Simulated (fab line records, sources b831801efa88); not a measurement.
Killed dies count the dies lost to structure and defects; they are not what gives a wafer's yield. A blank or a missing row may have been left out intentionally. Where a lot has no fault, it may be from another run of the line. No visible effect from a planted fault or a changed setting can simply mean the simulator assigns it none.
Comparing a struck lot with a sound one ; flow sky130 ; 16 steps out of a route of 708
Sound: wafers L264.1, L264.4, L264.5. Struck: wafer L256.4 (left out: L256.3, a lot-mate that was not struck); the cause follows at the end.
Order at every step that has rows: each side's tool, ch and its chambers, its first start. Under that, the readings that differ: sound wafers ; struck wafers ; difference of the means ; sigmas: that difference in standard deviations of wafers without a fault.
alike: a reading whose means differ by less than 2 such deviations, as well as words and numbers matching on both sides. not compared: withheld readings; readings where some wafer has no value; bounds like >300 that might hide an equal value; numbers whose values overlap and for which the record gives no deviation.
The two part at a step that has a row with sigmas, a row that says differs or no value, or rows on one side only. Non-overlapping numbers with no deviation appear without sigmas and do not part them. A reading that every wafer of one side lacks parts them only if that side has two wafers or more.

SKY_VIA3_BOW_MEAS_03:
  struck on film-metro-03, day 40 09:27; sound on film-metro-02, day 44 01:04
  alike: VIA3_BOW
then, 8 steps without rows for these wafers: SKY_VIA3_DEHYDRATE_04 (time 60 s); SKY_VIA3_HMDS_05 (prime time 60 s); SKY_VIA3_COAT_06 (resist thk 60 nm); SKY_VIA3_COAT_07 (resist thk 450 nm); SKY_VIA3_SOFTBAKE_08 (time 90 s); SKY_VIA3_EXPOSE_09 (exposes mask VIM3, target cd 200 nm); SKY_VIA3_PEB_10; SKY_VIA3_DEVELOP_11 (develop time 60 s).
SKY_VIA3_CD_MEAS_12: target cd 200 nm.
  struck on cd-sem-02, day 41 09:52; sound on cd-sem-02, day 44 22:24
  alike: cd-nm
SKY_VIA3_OVL_MEAS_13:
  struck on overlay-01, day 41 09:57; sound on overlay-02, day 44 22:31
reading;sound;struck;difference;sigmas
VIA3_OVL (nm);-7 -18 -8;7;+18;+3
SKY_VIA3_ETCH_14: etches BARC in N2/H2, stops on SiO2, time 45.9 s, target depth 60 nm.
  sound on rie-diel-01 ch 0,2, day 44 22:34; struck on rie-diel-04 ch 3, day 41 09:59
  alike: drypump-motor-current-A, oes-product-au, run-length-s, throttle-valve-pct
  not compared: rf-hours-counter-h
SKY_VIA3_ETCH_15: etches SiO2 in C4F8/O2/Ar, stops on TiN, target depth 507 nm, time 78 s.
  sound on rie-diel-01 ch 0,2, day 44 22:36; struck on rie-diel-04 ch 3, day 41 10:01
reading;sound;struck;difference;sigmas
oes-product-au (a.u.);0.955 0.947 0.948;1.009;+0.059;+12
run-length-s (s);106.3 105.8 105.9;97.4;-8.6;-17
model.VIA3.feature-depth-nm (nm);465.4 464.8 466.9;453;-13;
model.etch.depth-nm (nm);465.4 464.8 466.9;453;-13;
model.KrF-thick_of_VIA3_COAT_07.thk-nm (nm);290.9 287.9 287.1;305.2;+16.6;
  not compared: rf-hours-counter-h
SKY_VIA3_STRIP_16: strips in O2/N2.
  sound on plasma-asher-01 ch 0,1, day 44 22:40; struck on plasma-asher-02 ch 1, day 41 10:07
reading;sound;struck;difference;sigmas
oes-product-au (a.u.);0.397 0.397 0.400;0.408;+0.010;+2
strip-time-to-endpoint-s (s);4.132 4.094 4.089;4.279;+0.174;+10
  alike: drypump-motor-current-A
  not compared: rf-hours-counter-h
then, 1 step without rows for these wafers: SKY_VIA3_STRIP_17 (strips in post etch residue remover, time 1200 s).
-- the record jumps here: 6 days lie between the struck wafers' starts before and after (it left off in module VIA3 and takes up again in module PAD_OPEN, whose first step shown is number 708 of the route) --
SKY_PAD_OPEN_PROBE_99:
  struck on prober-01, day 47 07:02; sound on prober-01, day 50 02:29
reading;sound;struck;difference;sigmas
killed-at-contacts;19 20 22;33;+13;+3
model.etest.tester.sort-n-pass;400 413 407;398;-9;
model.etest.tester.sort-yield-pct (%);81.3 83.94 82.72;80.89;-1.76;
model.etest.via3-chain.rc-ohm;9.779 9.581 9.452;10.13;+0.53;
  alike: defect-limited-yield, killed_at_M0_to_M3, killed_at_M4_up, killed-at-front-end, killed-at-other, killed-dies, killed-open, killed-short
  not compared: model.etest.tester.sort_bin_5_pct, model.etest.tester.sort_bin_8_pct

## WHERE THEY PART
Earliest at SKY_VIA3_OVL_MEAS_13; latest, in this record, at SKY_PAD_OPEN_PROBE_99.

WHY: whatever the simulator had introduced
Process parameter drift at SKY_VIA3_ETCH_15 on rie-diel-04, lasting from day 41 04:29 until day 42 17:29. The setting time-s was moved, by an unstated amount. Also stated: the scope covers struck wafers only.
